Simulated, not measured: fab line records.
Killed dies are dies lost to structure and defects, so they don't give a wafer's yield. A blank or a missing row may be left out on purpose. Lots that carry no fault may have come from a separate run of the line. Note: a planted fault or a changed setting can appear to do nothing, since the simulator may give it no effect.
fab line records    flow sky130
record: lots: 5  wafers: 15  lastDay: 49
route steps=708 shown VIA1@465 METAL2@483 PAD_OPEN@708
lots that met no fault: from a run of the same line without faults
startH: hours from the record's first day to the start of the lot's first wafer shown    waitH: hours from the lot's prior step to this one    " same as the row above    L1.1+2: a row that stands for several wafers    - no value present, or no start provided    * or withheld: withheld    < > ~ a bound
route shown NAME@n: a module of which the file shows steps, and the number in the route of the first    usual: average and standard deviation across the fault-free wafers    same: alike in all rows    chamber/n: place in a boat    sites: each site's reading    _std_site: their standard deviation    _edge_site: mean of outer sites minus mean of inner sites    radiusMm: how far each site lies from the wafer's centre    mask NAME#n: copy n    behind: the most recent tool/chamber to have shaped the wafer    hold: cause of the lot's hold/its duration in hours/its outcome    device: which transistor (n, p or np) failed to switch    end of line: the tests these same wafers got at the end of their route    a step with no rows: only its recipe    killed: dies lost to structure and defects at the first sort, not the wafer's yield    map: per-die view of a wafer (x killed, . not killed, _ where there is no die)
set.NAME: the setting the step ran with; set.NAME@STEP: the setting that earlier step ran with    model.NAME: the simulator's own value behind a step, which no gauge read
certain route steps with their lots: each step a table, each wafer a row
services: from which hour (startH, from the record's first day; less than 0 if before it) a tool's chamber was out of use, for how many hours, and why
== steps ==
step: SKY_VIA1_COAT_07
recipe: resist: KrF-thick  spinRpm: 3000  resistThkNm: 450
step: SKY_VIA1_SOFTBAKE_08
recipe: tempC: 100  timeS: 90  resist: KrF-thick
step: SKY_VIA1_EXPOSE_09
recipe: maskId: VIM  na: 0.8  sourceShape: annular  sigmaInner: 0.55  sigmaOuter: 0.85  targetCdNm: 150  doseMj: 38
step: SKY_VIA1_PEB_10
recipe: pebTempC: withheld  pebTimeS: withheld  resist: KrF-thick
step: SKY_VIA1_DEVELOP_11
recipe: developTimeS: 60  resist: KrF-thick  devTempC: 21
step: SKY_VIA1_CD_MEAS_12
recipe: targetCdNm: 150
usual: cdNm: 150.0/1.6
lot.wafer  tool      chamber  startH  waitH  cdNm
L552.2     cdSem-02  -        790.15  -      149.4
L552.4     "         -        "       "      148.7
L552.6     "         -        "       "      148.5
L557.1     cdSem-01  -        830.53  -      150.1
L557.3     "         -        "       "      150.7
L557.6     "         -        "       "      149.4
L558.1     cdSem-01  -        837.92  -      151.3
L558.4     "         -        "       "      150.7
L558.6     "         -        "       "      153.1
L564.1     cdSem-01  -        881.43  -      152.1
L564.4     "         -        "       "      149.9
L564.6     "         -        "       "      151.5
L569.1     cdSem-01  -        920.48  -      151.9
L569.2     "         -        "       "      152.5
L569.5     "         -        "       "      153.4
step: SKY_VIA1_OVL_MEAS_13
usual: VIA1_OVL: 4/5.1
lot.wafer  tool        chamber  startH  waitH  VIA1_OVL[nm]
L552.2     overlay-01  -        790.25  0.1    11
L552.4     "           -        "       "      8
L552.6     "           -        "       "      8
L557.1     overlay-01  -        830.65  0.1    5
L557.3     "           -        "       "      9
L557.6     "           -        "       "      4
L558.1     overlay-01  -        838.04  0.1    1
L558.4     "           -        "       "      1
L558.6     "           -        "       "      1
L564.1     overlay-01  -        881.55  0.1    -1
L564.4     "           -        "       "      -1
L564.6     "           -        "       "      0
L569.1     overlay-02  -        920.60  0.1    2
L569.2     "           -        "       "      7
L569.5     "           -        "       "      1
step: SKY_VIA1_ETCH_14
recipe: chemistry: N2/H2  target: BARC  ionEnergyEv: 200  sourceW: 500  biasW: 100  pressureMtorr: 30  n2FlowSccm: 100  h2FlowSccm: 200  stopOn: SiO2  timeS: 45.9  targetDepthA: 600
step: SKY_VIA1_ETCH_15
recipe: target: SiO2  chemistry: C4F8/O2/Ar  targetDepthNm: 351  stopOn: TiN  maskMaterial: KrF-thick  sourceW: 1500  biasW: 1200  pressureMtorr: 40  c4f8FlowSccm: withheld  O2_flow_sccm: 6  Ar_flow_sccm: 300  timeS: 54
step: SKY_VIA1_STRIP_16
recipe: chemistry: O2/N2  powerW: 1400  pressureMtorr: 1500  platenTempC: withheld  o2FlowSccm: 3000  n2FlowSccm: 300  overashFraction: 0.5
usual: drypumpMotorCurrentA: 5.7/0.38  oesProductAu: 0.415/0.0046  stripTimeToEndpointS: 4.452/0.023
lot.wafer  tool            chamber  startH  waitH  drypumpMotorCurrentA  oesProductAu  rfHoursCounterH  stripTimeToEndpointS
L552.2     plasmaAsher-02  0        790.37  0.0    6.3                   0.420         35               4.433
L552.4     "               1        "       "      5.1                   0.415         -                4.417
L552.6     "               0        "       "      6.2                   0.420         -                4.438
L557.1     plasmaAsher-03  0        830.77  0.0    5.8                   0.419         100              4.513
L557.3     "               1        "       "      5.3                   0.409         -                4.457
L557.6     "               1        "       "      5.3                   0.411         -                4.487
L558.1     plasmaAsher-02  0        838.16  0.0    6.2                   0.414         40               4.436
L558.4     "               0        "       "      6.2                   0.422         -                4.469
L558.6     "               0        "       "      6.2                   0.414         -                4.417
L564.1     plasmaAsher-03  0        881.67  0.0    5.8                   0.420         105              4.461
L564.4     "               1        "       "      5.3                   0.418         -                4.451
L564.6     "               0        "       "      5.8                   0.414         -                4.458
L569.1     plasmaAsher-01  1        920.72  0.0    5.4                   0.411         74               4.463
L569.2     "               0        "       "      6.1                   0.413         74               4.455
L569.5     "               1        "       "      5.5                   0.409         -                4.470
step: SKY_VIA1_STRIP_17
recipe: chemistry: postEtchResidueRemover  timeS: 1200  tempC: 72.5
step: SKY_VIA1_CLEAN_18
recipe: chemistry: IPA  timeS: 180  tempC: 25
step: SKY_VIA1_CLEAN_19
recipe: chemistry: O3/DIW  dry: n2Spin
lot.wafer   tool         chamber  startH  waitH
L552.2+4+6  wetBench-03  0        791.35  0.0
L557.1+3+6  wetBench-02  3        831.27  0.0
L558.1+4+6  wetBench-03  1        838.66  0.0
L564.1+4+6  wetBench-01  0        882.17  0.0
L569.1+2+5  wetBench-01  3        921.22  0.0
step: SKY_VIA1_SPUTTER_20
recipe: material: TiN  targetThkNm: 20  chamberPressurePa: 5  powerW: 4000  timeS: 80
step: SKY_VIA1_CVD_21
recipe: material: W  targetThkNm: 270  timeS: 80.902  tempC: 400  pressureTorr: 40
usual: heaterPowerW: 878/54  susceptorTempC: 400.01/0.22
lot.wafer  tool     chamber  startH  waitH  heaterPowerW  susceptorTempC
L552.2     cvdW-01  1        791.52  0.0    865           400.19
L552.4     "        0        "       "      907           399.82
L552.6     "        0        "       "      922           400.22
L557.1     cvdW-01  0        831.43  0.0    954           400.05
L557.3     "        0        "       "      894           400.29
L557.6     "        0        "       "      942           400.11
L558.1     cvdW-01  1        838.81  0.0    881           400.24
L558.4     "        0        "       "      945           399.51
L558.6     "        0        "       "      941           399.54
L564.1     cvdW-01  0        882.33  0.0    945           400.02
L564.4     "        1        "       "      878           400.50
L564.6     "        1        "       "      869           400.24
L569.1     cvdW-02  0        921.38  0.0    929           399.79
L569.2     "        1        "       "      796           400.13
L569.5     "        1        "       "      806           399.87
step: SKY_VIA1_RS_MEAS_22
recipe: thkMeasGauge: four-point-probe  reads: W_of_VIA1_CVD_21+TiN_of_VIA1_SPUTTER_20
usual: VIA1_W_RS: 0.423/0.0082
lot.wafer  tool          chamber  startH  waitH  VIA1_W_RS[ohm/sq]
L552.2     filmMetro-04  -        791.63  0.1    0.433
L552.4     "             -        "       "      0.433
L552.6     "             -        "       "      0.432
L557.1     filmMetro-03  -        831.52  0.1    0.440
L557.3     "             -        "       "      0.433
L557.6     "             -        "       "      0.437
L558.1     filmMetro-01  -        838.91  0.1    0.432
L558.4     "             -        "       "      0.436
L558.6     "             -        "       "      0.435
L564.1     filmMetro-03  -        882.42  0.1    0.437
L564.4     "             -        "       "      0.434
L564.6     "             -        "       "      0.423
L569.1     filmMetro-01  -        921.47  0.1    0.418
L569.2     "             -        "       "      0.415
L569.5     "             -        "       "      0.408
step: SKY_VIA1_THK_MEAS_23
recipe: thkMeasGauge: xrf  reads: W_of_VIA1_CVD_21
usual: VIA1_W_THK: 264/5
lot.wafer  tool          chamber  startH  waitH  VIA1_W_THK[nm]
L552.2     filmMetro-04  -        791.74  0.1    258
L552.4     "             -        "       "      257
L552.6     "             -        "       "      258
L557.1     filmMetro-03  -        831.64  0.1    259
L557.3     "             -        "       "      262
L557.6     "             -        "       "      259
L558.1     filmMetro-01  -        839.03  0.1    260
L558.4     "             -        "       "      257
L558.6     "             -        "       "      259
L564.1     filmMetro-03  -        882.54  0.1    258
L564.4     "             -        "       "      262
L564.6     "             -        "       "      266
L569.1     filmMetro-01  -        921.59  0.1    269
L569.2     "             -        "       "      270
L569.5     "             -        "       "      274
step: SKY_VIA1_CMP_24
recipe: stopOn: SiO2  tOverpolishS: 15  downForcePsi: 3.5  platenRpm: 60  targetThkNm: 0  padVelocityMS: 0.94248
step: SKY_METAL2_SPUTTER_00
recipe: material: Ti  targetThkNm: 15  powerW: 3000  timeS: 10  chamberPressurePa: 0.4
step: SKY_METAL2_SPUTTER_01
recipe: material: TiN  targetThkNm: 20  powerW: 6500  timeS: 16.7  chamberPressurePa: 0.4
step: SKY_METAL2_SPUTTER_02
recipe: material: AlCu  targetThkNm: 250  powerW: 10600  timeS: 13.3  chamberPressurePa: 0.4
step: SKY_METAL2_SPUTTER_03
recipe: material: Ti  targetThkNm: 5  powerW: 3000  timeS: 3.3  chamberPressurePa: 0.4
usual: chamberPressurePa: 0.4000/0.00076  throttleValvePct: 30.2/0.7
lot.wafer  tool           chamber  startH  waitH  chamberPressurePa  throttleValvePct
L552.2     pvdSputter-01  -        792.16  0.0    0.4002             31.4
L552.4     "              -        "       "      0.4008             30.7
L552.6     "              -        "       "      0.3995             29.9
L557.1     pvdSputter-02  -        832.07  0.0    0.3995             29.6
L557.3     "              -        "       "      0.4003             30.0
L557.6     "              -        "       "      0.4002             30.1
L558.1     pvdSputter-01  -        839.46  0.0    0.4001             31.0
L558.4     "              -        "       "      0.4001             29.9
L558.6     "              -        "       "      0.4012             31.4
L564.1     pvdSputter-02  -        882.97  0.0    0.3992             29.6
L564.4     "              -        "       "      0.4007             29.8
L564.6     "              -        "       "      0.3998             29.5
L569.1     pvdSputter-02  -        922.02  0.0    0.4003             29.5
L569.2     "              -        "       "      0.3991             29.4
L569.5     "              -        "       "      0.4018             29.4
step: SKY_METAL2_SPUTTER_04
recipe: material: TiN  targetThkNm: 70  powerW: 6500  timeS: 58.3  chamberPressurePa: 0.4
step: SKY_METAL2_RS_MEAS_05
recipe: thkMeasGauge: four-point-probe  reads: TiN_of_METAL2_SPUTTER_04+Ti_of_METAL2_SPUTTER_03+AlCu_of_METAL2_SPUTTER_02+TiN_of_METAL2_SPUTTER_01+Ti_of_METAL2_SPUTTER_00
usual: METAL2_ALCU_RS: 0.1274/0.002
lot.wafer  tool          chamber  startH  waitH  METAL2_ALCU_RS[ohm/sq]
L552.2     filmMetro-02  -        792.25  0.0    0.1276
L552.4     "             -        "       "      0.1282
L552.6     "             -        "       "      0.1231
L557.1     filmMetro-02  -        832.14  0.0    0.1255
L557.3     "             -        "       "      0.1254
L557.6     "             -        "       "      0.1268
L558.1     filmMetro-03  -        839.53  0.0    0.1272
L558.4     "             -        "       "      0.1234
L558.6     "             -        "       "      0.1258
L564.1     filmMetro-04  -        883.04  0.0    0.1265
L564.4     "             -        "       "      0.1249
L564.6     "             -        "       "      0.1266
L569.1     filmMetro-03  -        922.09  0.0    0.1268
L569.2     "             -        "       "      0.1288
L569.5     "             -        "       "      0.1273
step: SKY_METAL2_THK_MEAS_06
recipe: thkMeasGauge: xrf  reads: AlCu_of_METAL2_SPUTTER_02
usual: METAL2_ALCU_THK: 249/3.9
lot.wafer  tool          chamber  startH  waitH  METAL2_ALCU_THK[nm]
L552.2     filmMetro-02  -        792.36  0.1    249
L552.4     "             -        "       "      247
L552.6     "             -        "       "      258
L557.1     filmMetro-02  -        832.26  0.1    254
L557.3     "             -        "       "      253
L557.6     "             -        "       "      250
L558.1     filmMetro-03  -        839.65  0.1    247
L558.4     "             -        "       "      255
L558.6     "             -        "       "      250
L564.1     filmMetro-04  -        883.16  0.1    251
L564.4     "             -        "       "      252
L564.6     "             -        "       "      248
L569.1     filmMetro-03  -        922.21  0.1    251
L569.2     "             -        "       "      246
L569.5     "             -        "       "      249
step: SKY_METAL2_DEHYDRATE_07
recipe: tempC: 200  timeS: 60
step: SKY_METAL2_HMDS_08
recipe: primeTimeS: 60  primeTempC: 120
step: SKY_METAL2_COAT_09
recipe: resist: BARC  tempC: withheld  timeS: withheld  spinRpm: 3000  resistThkNm: 60
step: SKY_METAL2_COAT_10
recipe: resist: KrF-thick  spinRpm: 3000  resistThkNm: 450
step: SKY_METAL2_SOFTBAKE_11
recipe: tempC: 100  timeS: 90  resist: KrF-thick
step: SKY_METAL2_EXPOSE_12
recipe: maskId: MM2  na: 0.8  sourceShape: annular  sigmaInner: 0.55  sigmaOuter: 0.85  targetCdNm: 140  doseMj: 28
step: SKY_METAL2_PEB_13
recipe: pebTempC: withheld  pebTimeS: withheld  resist: KrF-thick
step: SKY_METAL2_DEVELOP_14
recipe: developTimeS: 60  resist: KrF-thick  devTempC: 21
step: SKY_METAL2_CD_MEAS_15
recipe: targetCdNm: 140
usual: cdNm: 140.0/1.9
lot.wafer  tool      chamber  startH  waitH  cdNm
L552.2     cdSem-01  -        818.85  -      142.6
L552.4     "         -        "       "      142.3
L552.6     "         -        "       "      142.1
L557.1     cdSem-01  -        857.87  -      139.9
L557.3     "         -        "       "      140.8
L557.6     "         -        "       "      140.5
L558.1     cdSem-01  -        865.22  -      139.2
L558.4     "         -        "       "      139.8
L558.6     "         -        "       "      140.3
L564.1     cdSem-01  -        907.83  -      140.9
L564.4     "         -        "       "      140.3
L564.6     "         -        "       "      140.0
L569.1     cdSem-01  -        946.68  -      138.4
L569.2     "         -        "       "      137.2
L569.5     "         -        "       "      137.7
step: SKY_METAL2_OVL_MEAS_16
usual: METAL2_OVL: 1/4.5
lot.wafer  tool        chamber  startH  waitH  METAL2_OVL[nm]
L552.2     overlay-02  -        818.95  0.1    -2
L552.4     "           -        "       "      6
L552.6     "           -        "       "      2
L557.1     overlay-01  -        857.99  0.1    6
L557.3     "           -        "       "      -1
L557.6     "           -        "       "      -1
L558.1     overlay-02  -        865.34  0.1    -4
L558.4     "           -        "       "      -1
L558.6     "           -        "       "      -2
L564.1     overlay-01  -        907.95  0.1    1
L564.4     "           -        "       "      -4
L564.6     "           -        "       "      3
L569.1     overlay-02  -        946.80  0.1    5
L569.2     "           -        "       "      -2
L569.5     "           -        "       "      2
step: SKY_METAL2_DESCUM_17
recipe: chemistry: O2  sourcePowerW: 150  biasPowerW: 0  pressureMtorr: 10  tempC: 40  timeS: 8
usual: drypumpMotorCurrentA: 6.1/0.31  oesProductAu: 1.004/0.013
lot.wafer  tool         chamber  startH  waitH  drypumpMotorCurrentA  oesProductAu  rfHoursCounterH
L552.2     rieMetal-04  0        818.98  0.0    5.8                   1.024         6
L552.4     "            1        "       "      5.6                   1.009         -
L552.6     "            1        "       "      5.6                   1.011         -
L557.1     rieMetal-04  1        858.03  0.0    5.6                   0.996         2
L557.3     "            0        "       "      5.8                   1.013         -
L557.6     "            0        "       "      5.8                   1.014         -
L558.1     rieMetal-02  1        865.37  0.0    6.1                   0.995         17
L558.4     "            1        "       "      6.1                   0.987         -
L558.6     "            0        "       "      6.5                   0.993         -
L564.1     rieMetal-02  0        907.98  0.0    6.5                   0.999         7
L564.4     "            0        "       "      6.5                   1.009         -
L564.6     "            0        "       "      6.5                   1.012         -
L569.1     rieMetal-02  0        946.83  0.0    6.5                   1.001         9
L569.2     "            1        "       "      6.1                   0.980         3
L569.5     "            0        "       "      6.5                   1.003         -
step: SKY_METAL2_ETCH_18
recipe: chemistry: N2/H2  target: BARC  ionEnergyEv: 200  biasW: 100  pressureMtorr: 30  n2FlowSccm: 100  h2FlowSccm: 200  icpW: 500  stopOn: SiO2  timeS: 45.9  targetDepthA: 600
usual: drypumpMotorCurrentA: 6.1/0.31  oesProductAu: 0.854/0.0047  throttleValvePct: 13.224/0.0087
lot.wafer  tool         chamber  startH  waitH  drypumpMotorCurrentA  oesProductAu  rfHoursCounterH  throttleValvePct
L552.2     rieMetal-04  0        819.02  0.0    5.8                   0.850         6                13.215
L552.4     "            1        "       "      5.7                   0.845         -                13.235
L552.6     "            1        "       "      5.7                   0.853         -                13.224
L557.1     rieMetal-04  1        858.06  0.0    5.6                   0.852         2                13.226
L557.3     "            0        "       "      5.8                   0.857         -                13.229
L557.6     "            0        "       "      5.8                   0.861         -                13.233
L558.1     rieMetal-02  1        865.40  0.0    6.1                   0.847         17               13.221
L558.4     "            1        "       "      6.1                   0.852         -                13.210
L558.6     "            0        "       "      6.5                   0.853         -                13.212
L564.1     rieMetal-02  0        908.02  0.0    6.6                   0.857         7                13.228
L564.4     "            0        "       "      6.5                   0.854         -                13.223
L564.6     "            0        "       "      6.5                   0.860         -                13.207
L569.1     rieMetal-02  0        946.86  0.0    6.6                   0.846         9                13.239
L569.2     "            1        "       "      6.1                   0.848         3                13.234
L569.5     "            0        "       "      6.6                   0.854         -                13.230
step: SKY_METAL2_METAL_ETCH_19
recipe: targetDepthA: 3600  stopOn: SiO2  overEtchFrac: 0.3  timeS: 78  chemistry: Cl2/BCl3  resistSidewallDeg: 88  pressureMtorr: 10  icpW: 900  biasW: 48.5  Cl2_flow_sccm: 60  bcl3FlowSccm: 30
step: SKY_METAL2_STRIP_20
recipe: chemistry: O2/N2  powerW: 1400  pressureMtorr: 1500  platenTempC: withheld  o2FlowSccm: 3000  n2FlowSccm: 300  overashFraction: 0.5
step: SKY_METAL2_STRIP_21
recipe: chemistry: postEtchResidueRemover  timeS: 1200  tempC: 72.5
step: SKY_METAL2_CLEAN_22
recipe: chemistry: IPA  timeS: 180  tempC: 25
step: SKY_METAL2_CLEAN_23
recipe: chemistry: O3/DIW  dry: n2Spin
step: SKY_PAD_OPEN_PROBE_99
usual: defectLimitedYield: 82.5/1.9  killed_at_M0_to_M3: 43/6.4  killed_at_M4_up: 2.9/1.7  killedAtContacts: 24/5  killedAtFrontEnd: 15/4  killedAtOther: 0.4/0.62  killedDies: 86/9.3  killedOpen: 47/6.8  killedShort: 38/5.8  sort_bin_3_pad_short: 0.9/0.42  sort_bin_5_function: 10.3/1.5  sort_bin_6_memory: 6.3/1.1  sortNPass: 406/9.3  sortYieldPct: 82.5/1.9
same: grossDies: 492  killedAtBackSide: 0  sort_bin_4_leakage[%]: 0  sort_bin_8_speed[%]: 0
lot.wafer  tool       chamber  startH   waitH  defectLimitedYield[%]  killed_at_M0_to_M3  killed_at_M4_up  killedAtContacts  killedAtFrontEnd  killedAtOther  killedDies  killedOpen  killedShort  sort_bin_3_pad_short[%]  sort_bin_5_function[%]  sort_bin_6_memory[%]  sortNPass  sortYieldPct[%]  model.etest.tester.sortNPass  model.etest.tester.sortYieldPct  model.etest.tester.sort_bin_5_pct  model.etest.tester.sort_bin_3_pct
L552.2     prober-02  -        1072.69  0.1    82.9                   40                  3                29                12                0              84          56          28           0.6                      12.0                    4.5                   408        82.9             408                           82.93                            11.99                              0.6098
L552.4     prober-02  -        1072.79  0.2    81.5                   46                  2                22                21                0              91          45          46           2.0                      9.6                     6.9                   401        81.5             401                           81.5                             9.553                              2.033
L552.6     prober-02  -        1072.89  0.2    81.7                   41                  3                31                14                1              90          53          36           0.4                      12.4                    5.5                   402        81.7             402                           81.71                            12.4                               0.4065
L557.1     prober-01  -        1104.69  0.1    82.1                   50                  8                22                8                 0              88          47          41           0.8                      10.4                    6.7                   404        82.1             404                           82.11                            10.37                              0.813
L557.3     prober-01  -        1104.79  0.2    80.1                   52                  3                30                13                0              98          57          41           0.4                      12.8                    6.7                   394        80.1             394                           80.08                            12.8                               0.4065
L557.6     prober-01  -        1104.94  0.2    81.9                   39                  4                25                21                0              89          49          39           0.4                      12.2                    5.5                   403        81.9             403                           81.91                            12.2                               0.4065
L558.1     prober-02  -        1109.81  0.1    86.8                   40                  2                11                11                1              65          37          28           0.6                      6.9                     5.7                   427        86.8             427                           86.79                            6.911                              0.6098
L558.4     prober-02  -        1109.96  0.2    83.1                   47                  1                20                15                0              83          44          39           0.4                      12.0                    4.5                   409        83.1             409                           83.13                            11.99                              0.4065
L558.6     prober-02  -        1110.06  0.2    83.9                   36                  2                29                12                0              79          38          40           1.2                      7.5                     7.3                   413        83.9             413                           83.94                            7.52                               1.22
L564.1     prober-01  -        1144.80  0.1    79.7                   59                  4                21                16                0              100         55          45           1.0                      11.6                    7.7                   392        79.7             392                           79.67                            11.59                              1.016
L564.4     prober-01  -        1144.95  0.2    82.9                   43                  3                29                9                 0              84          47          37           0.8                      8.9                     7.3                   408        82.9             408                           82.93                            8.943                              0.813
L564.6     prober-01  -        1145.05  0.2    80.7                   44                  3                24                23                1              95          54          41           1.8                      12.0                    5.5                   397        80.7             397                           80.69                            11.99                              1.829
L569.1     prober-01  -        1170.23  0.1    72.2                   95                  4                20                18                0              137         43          34           4.5                      17.9                    5.5                   355        72.2             355                           72.15                            17.89                              4.472
L569.2     prober-01  -        1170.28  0.1    73.0                   90                  3                23                17                0              133         30          46           4.7                      16.5                    5.9                   359        73.0             359                           72.97                            16.46                              4.675
L569.5     prober-01  -        1170.43  0.2    72.0                   91                  3                23                21                0              138         54          36           3.9                      16.7                    7.5                   354        72.0             354                           71.95                            16.67                              3.862
killed by level:class
L552.2 VIA1:geometricParticle:open=12 CONTACT:geometricParticle:open=12 LI_CONTACT:geometricParticle:open=8 FIELD_ISO:geometricParticle:open=6 VIA2:geometricParticle:open=6 VIA3:geometricParticle:open=6 METAL2:geometricParticle:short=5 METAL1:geometricParticle:short=4
L552.4 FIELD_ISO:geometricParticle:short=11 LI_CONTACT:geometricParticle:open=9 METAL1:geometricParticle:short=8 VIA3:geometricParticle:open=7 VIA1:geometricParticle:open=7 CONTACT:geometricParticle:short=5 METAL3:geometricParticle:short=5 FIELD_ISO:geometricParticle:open=4
L552.6 LI_CONTACT:geometricParticle:open=15 CONTACT:geometricParticle:open=9 VIA1:geometricParticle:open=9 VIA1:geometricParticle:short=6 METAL2:geometricParticle:short=6 METAL1:geometricParticle:short=5 FIELD_ISO:geometricParticle:open=4 VIA2:geometricParticle:open=4
L557.1 VIA2:geometricParticle:open=12 VIA1:geometricParticle:open=10 METAL4:geometricParticle:short=7 LI_CONTACT:geometricParticle:open=6 CONTACT:geometricParticle:open=6 METAL1:geometricParticle:short=6 VIA3:geometricParticle:open=5 LI_CONTACT:geometricParticle:short=5
L557.3 VIA1:geometricParticle:open=19 CONTACT:geometricParticle:open=11 VIA2:geometricParticle:open=8 CONTACT:geometricParticle:short=6 VIA1:geometricParticle:short=5 LI_CONTACT:geometricParticle:open=4 LI_CONTACT:geometricParticle:short=4 LOCAL_INTERCONNECT:geometricParticle:short=4
L557.6 CONTACT:geometricParticle:open=14 VIA1:geometricParticle:open=8 VIA2:geometricParticle:open=7 FIELD_ISO:geometricParticle:open=6 VIA3:geometricParticle:open=6 FIELD_ISO:geometricParticle:short=5 LI_CONTACT:geometricParticle:open=4 CONTACT:geometricParticle:short=4
L558.1 VIA1:geometricParticle:open=13 METAL2:geometricParticle:short=9 VIA3:geometricParticle:open=7 FIELD_ISO:geometricParticle:open=4 CONTACT:geometricParticle:open=4 METAL1:geometricParticle:short=4 POLY_GATE:geometricParticle:short=3 VIA2:geometricParticle:open=3
L558.4 VIA1:geometricParticle:open=13 CONTACT:geometricParticle:short=8 VIA3:geometricParticle:open=7 LI_CONTACT:geometricParticle:open=6 METAL1:geometricParticle:short=6 METAL2:geometricParticle:short=5 FIELD_ISO:geometricParticle:short=4 POLY_GATE:geometricParticle:open=4
L558.6 LI_CONTACT:geometricParticle:open=9 CONTACT:geometricParticle:short=6 CONTACT:geometricParticle:open=6 FIELD_ISO:geometricParticle:open=5 LOCAL_INTERCONNECT:geometricParticle:short=5 VIA1:geometricParticle:open=5 METAL2:geometricParticle:short=5 METAL1:geometricParticle:short=4
L564.1 VIA1:geometricParticle:open=13 CONTACT:geometricParticle:open=8 VIA2:geometricParticle:open=8 METAL2:geometricParticle:short=6 VIA2:geometricParticle:short=6 VIA3:geometricParticle:open=6 FIELD_ISO:geometricParticle:short=5 VIA1:geometricParticle:short=5
L564.4 VIA1:geometricParticle:open=15 LI_CONTACT:geometricParticle:open=10 CONTACT:geometricParticle:open=10 METAL2:geometricParticle:short=7 VIA1:geometricParticle:short=5 FIELD_ISO:geometricParticle:open=4 CONTACT:geometricParticle:short=4 VIA3:geometricParticle:short=4
L564.6 CONTACT:geometricParticle:open=11 VIA1:geometricParticle:open=10 VIA2:geometricParticle:open=8 VIA1:geometricParticle:short=6 LI_CONTACT:geometricParticle:open=6 METAL1:geometricParticle:short=6 VIA3:geometricParticle:open=6 FIELD_ISO:geometricParticle:open=5
L569.1 VIA1:unspecified=57 VIA1:geometricParticle:open=10 VIA3:geometricParticle:open=8 LI_CONTACT:geometricParticle:open=6 FIELD_ISO:geometricParticle:short=4 FIELD_ISO:geometricParticle:open=4 LOCAL_INTERCONNECT:geometricParticle:open=4 LOCAL_INTERCONNECT:geometricParticle:short=4
L569.2 VIA1:unspecified=57 METAL2:geometricParticle:short=8 VIA1:geometricParticle:open=6 LOCAL_INTERCONNECT:geometricParticle:short=5 LI_CONTACT:geometricParticle:short=5 CONTACT:geometricParticle:open=5 METAL1:geometricParticle:short=5 VIA1:geometricParticle:short=5
L569.5 VIA1:unspecified=48 VIA1:geometricParticle:open=15 POLY_GATE:geometricParticle:open=8 LI_CONTACT:geometricParticle:open=8 METAL2:geometricParticle:short=7 CONTACT:geometricParticle:open=5 METAL1:geometricParticle:short=5 VIA3:geometricParticle:open=5
map L569.5 (x killed, . not)
__________.x.......x_________
________x.x........x.x_______
______xxxxx...x.....x..._____
_____xxxxxxx..x..........____
____.xxxxxxx........x.....___
___xxxxxxxxx...x..x........__
__xxxxxxxxxxx......xx......._
_xx.xxxxxxx.x.x...x..x.......
_...xxxxxx.x.......xx........
_...x.xxxxxxxx...........x..x
_.x..........x............x..
_.......x..x...x..x...x....xx
_.xx......x.....x....x...xx..
_x........x............x.....
_.......x....x.x.....x...xx.x
__....x.....x.....x......x.._
___x.x......x.........x...x__
____......x.x.x...x.x.....___
_____........x.xx.x.x....____
______.........xx......._____
________.......x.....x_______
__________.x.....x.._________
map L564.1 (x killed, . not)
__________.x......x._________
________....x.....x.x._______
______....x...x...x...xx_____
_____..x........x......x.____
____x..........x.......x..___
___.xx...........x.x.x.....__
__..x.x...x..x..........x..._
_x....x..xxx.x.xx...........x
_.xx....xx......xx..xx...x...
_.......x.....x..........x...
_........x......x..........x.
_.......x...........x........
_..........xx....x.x..x...x.x
_....x.x.x..x.....xxx..x.x...
_....xx......x...............
__xx.............x..x.....x._
___.x...x...x.x..x.....x...__
____........x..xxxx..x....___
_____....xx....x.....xx..____
______..x..x....x......x_____
________...x....x....._______
__________...x......_________
== services ==
tool            chamber  startH  hours  kind
rieMetal-04     1        775.61  -      clean
rieMetal-04     1        775.61  24.1   scheduledDown
rieMetal-04     1        775.61  24.1   ventCycle
plasmaAsher-01  -        794.23  10.0   pm
rieMetal-02     1        800.66  10.9   repair
plasmaAsher-01  -        827.18  2.3    repair
wetBench-02     -        827.25  2.2    repair
pvdSputter-02   -        853.85  2.6    repair
pvdSputter-02   -        855.79  0.5    repair
rieMetal-02     1        866.27  -      clean
rieMetal-02     1        866.27  15.4   scheduledDown
rieMetal-02     1        866.27  15.4   ventCycle
cvdW-02         1        868.27  5.9    repair
cvdW-01         -        868.61  3.2    repair
pvdSputter-01   -        889.57  2.6    repair
rieMetal-04     0        903.35  16.0   repair
cvdW-01         -        904.00  14.0   pm
cvdW-01         0        904.00  14.0   ventCycle
cvdW-01         1        904.00  14.0   ventCycle
cvdW-01         0        918.00  -      clean
cvdW-01         1        918.00  -      clean
pvdSputter-01   1        929.55  -      consumableReplace:kit
pvdSputter-01   1        929.55  18.0   scheduledDown
plasmaAsher-03  -        930.60  2.6    repair
== key ==
firstSign: step: SKY_PAD_OPEN_PROBE_99  reading: sort_bin_3_pad_short  direction: up  sigmas: 8.3  usual: 0.9  struck: 4.3
effect: step: SKY_PAD_OPEN_PROBE_99  reading: killed_at_M0_to_M3  direction: up  sigmas: 7.6  usual: 43  struck: 92
modelEffect: step: SKY_PAD_OPEN_PROBE_99  value: etest.tester.sortNPass  without: 402  struck: 356
metAt SKY_VIA1_CLEAN_19
struckWafers L569.1,L569.2,L569.5
alsoFits time
fault: kind: chamberParticleSource  tool: wetBench-01  chamber: 3  onsetH: 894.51  steps: SKY_VIA1_CLEAN_19  ratePerVisitCm2: 1.3887  endH: 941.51
